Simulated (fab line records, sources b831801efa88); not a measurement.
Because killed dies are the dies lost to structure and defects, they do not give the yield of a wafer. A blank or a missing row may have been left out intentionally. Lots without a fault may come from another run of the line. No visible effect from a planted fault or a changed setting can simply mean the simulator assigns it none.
Which tool was responsible?    flow sky130    18 wafers from 6 lots sampled at 2 of the route's 708 steps

WHAT THE GAUGES READ, wafer by wafer
SKY_SD_N_CD_MEAS_07 targets a cd of 380 nm.
lot   measured      on         cd-nm (nm)
L794  day 27 12:01  cd-sem-02  379.9 379.9 378.4
L801  day 31 08:25  cd-sem-01  377.9 378.3 377.6
L804  day 31 14:00  cd-sem-01  382.4 381.4 382.9
L807  day 33 20:01  cd-sem-01  422.7 426.1 423.1
L813  day 34 17:43  cd-sem-02  382.9 382.7 383.4
L816  day 35 10:37  cd-sem-02  375.2 378.6 379.0

WHICH TOOL RAN EACH LOT (tool, then ch and the chambers of the sampled wafers, then the start)
lot   SKY_SD_N_COAT_02
L794  litho-track-02 ch 0, day 26 21:22
L801  litho-track-03 ch 0, day 30 18:13
L804  litho-track-01 ch 0, day 31 00:35
L807  litho-track-01 ch 0, day 33 06:20
L813  litho-track-03 ch 0, day 34 03:32
L816  litho-track-03 ch 0, day 34 21:50
- SKY_SD_N_COAT_02: resist thk 1140 nm.

THE ANSWER, worked out from the rows above alone
Rule: the usual values come from the lots themselves. The widest of any qualifying gaps counts: lots, ordered by their means at a reading, are off when they make up no more than a third of the lots, leave a main group of 4 or more, and stand apart from it by 3 or more times the standard deviation of that group's means. If all means in a main group match to the digits the tables above print for the reading, that group is not used. A lot without any number at a reading at which 4 lots or more have one is off too. Where the step has rows for the other lots, those lots are counted as sound.
Off: L807, at SKY_SD_N_CD_MEAS_07 (cd-nm). The main group has a mean of 380.0 nm with a standard deviation of 2.2.
A tool fits if, at a process step before that reading, it ran every lot that is off, and no sound lot after the first of them. Those tools and the gauges at SKY_SD_N_CD_MEAS_07 are tried in the same way. Can't be told from this: 2 tools fit, litho-track-01 at SKY_SD_N_COAT_02, cd-sem-01 at SKY_SD_N_CD_MEAS_07.

WHAT THE SIMULATOR HAD PUT IN
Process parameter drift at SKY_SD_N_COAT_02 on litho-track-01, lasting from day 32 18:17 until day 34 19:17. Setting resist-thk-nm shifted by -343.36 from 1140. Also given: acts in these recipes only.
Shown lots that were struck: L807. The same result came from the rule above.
